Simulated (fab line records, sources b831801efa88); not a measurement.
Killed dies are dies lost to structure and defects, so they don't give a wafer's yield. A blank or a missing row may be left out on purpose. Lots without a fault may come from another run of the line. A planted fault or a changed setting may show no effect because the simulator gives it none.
Which tool did it? | flow sky130 | 11 lots, 33 wafers sampled, at 3 steps of a route of 708

WHAT THE GAUGES READ, wafer by wafer
SKY_VIA3_CD_MEAS_12: target cd 200 nm.
lot  | measured     | on        | cd_nm (nm)
L594 | day 40 07:52 | cd_sem-01 | 199.2 199.9 200.9
L596 | day 41 18:32 | cd_sem-01 | 199.7 199.5 201.0
L597 | day 41 19:17 | cd_sem-01 | 200.2 200.1 200.3
L600 | day 42 01:22 | cd_sem-01 | 199.1 199.7 198.7
L604 | day 43 04:39 | cd_sem-02 | 197.5 198.2 197.7
L609 | day 44 07:22 | cd_sem-01 | 199.8 198.5 198.7
L610 | day 44 11:58 | cd_sem-01 | 201.5 199.6 200.2
L612 | day 45 08:39 | cd_sem-01 | 198.8 197.7 197.9
L613 | day 45 12:08 | cd_sem-02 | 198.3 198.7 198.9
L614 | day 45 19:37 | cd_sem-02 | 197.3 198.1 198.3
L615 | day 45 23:37 | cd_sem-01 | 198.7 199.9 200.7

SKY_CAP2M_THK_MEAS_01.
lot  | measured     | on            | CAP2M_CVD_00_THK (nm)
L594 | day 40 09:38 | film_metro-04 | 15.11 15.40 15.75
L596 | day 41 20:17 | film_metro-02 | 15.50 15.41 15.62
L597 | day 41 21:26 | film_metro-01 | 15.46 15.32 15.64
L600 | day 42 03:03 | film_metro-04 | 15.20 15.12 15.50
L604 | day 43 06:25 | film_metro-01 | 15.14 14.94 15.18
L609 | day 44 09:06 | film_metro-02 | 15.37 15.27 15.64
L610 | day 44 13:38 | film_metro-02 | 15.61 15.80 15.60
L612 | day 45 10:21 | film_metro-02 | 15.47 15.68 15.64
L613 | day 45 13:49 | film_metro-04 | 15.33 15.41 15.47
L614 | day 45 21:35 | film_metro-01 | 15.08 15.10 15.58
L615 | day 46 01:20 | film_metro-01 | 15.20 15.15 15.56

WHICH TOOL RAN EACH LOT (tool, then ch and the chambers of the sampled wafers, then the start)
lot  | SKY_METAL4_SPUTTER_01
L594 | pvd_sputter-01, day 40 09:28
L596 | pvd_sputter-01, day 41 20:07
L597 | pvd_sputter-03, day 41 21:16
L600 | pvd_sputter-01, day 42 02:53
L604 | pvd_sputter-03, day 43 06:16
L609 | pvd_sputter-02, day 44 08:56
L610 | pvd_sputter-02, day 44 13:28
L612 | pvd_sputter-03, day 45 10:11
L613 | pvd_sputter-02, day 45 13:38
L614 | pvd_sputter-01, day 45 21:26
L615 | pvd_sputter-01, day 46 01:10
- SKY_METAL4_SPUTTER_01: material TiN, target thk 20 nm, time 16.7 s.

WHAT THE TOOLS THEMSELVES READ (means of the sampled wafers that have a number; where no wafer has one, the mark that the record gives instead)
SKY_METAL4_SPUTTER_01.
lot  | tool           | throttle_valve_pct (%)
L594 | pvd_sputter-01 | 29.5
L596 | pvd_sputter-01 | 29.5
L597 | pvd_sputter-03 | 29.6
L600 | pvd_sputter-01 | 29.5
L604 | pvd_sputter-03 | 30.2
L609 | pvd_sputter-02 | 29.7
L610 | pvd_sputter-02 | 31.0
L612 | pvd_sputter-03 | 30.1
L613 | pvd_sputter-02 | 30.5
L614 | pvd_sputter-01 | 29.6
L615 | pvd_sputter-01 | 30.5

THE ANSWER, worked out from the rows above alone
Rule: what is usual is taken from the lots themselves. Put in order of their means at a reading, lots are off if they are a third of the lots or fewer, leave a main group of 4 or more, and stand apart from it by a gap of 3 or more times the standard deviation of the main group's means; of several such gaps the widest counts. A main group whose means are all the same, to the digits that the tables above print for the reading, isn't used. A lot without any number at a reading at which 4 lots or more have one is off too. The other lots that the step has rows for count as sound. The gauges are gone through in route order, then the tools' own readings, and for those a lot's mean is taken as printed above. The first step at which some lot is off is used, and at that step the reading that is off furthest; a lot without a number counts as furthest.
No lot is off at any reading shown: from this, nothing can be told.

WHAT THE SIMULATOR HAD PUT IN
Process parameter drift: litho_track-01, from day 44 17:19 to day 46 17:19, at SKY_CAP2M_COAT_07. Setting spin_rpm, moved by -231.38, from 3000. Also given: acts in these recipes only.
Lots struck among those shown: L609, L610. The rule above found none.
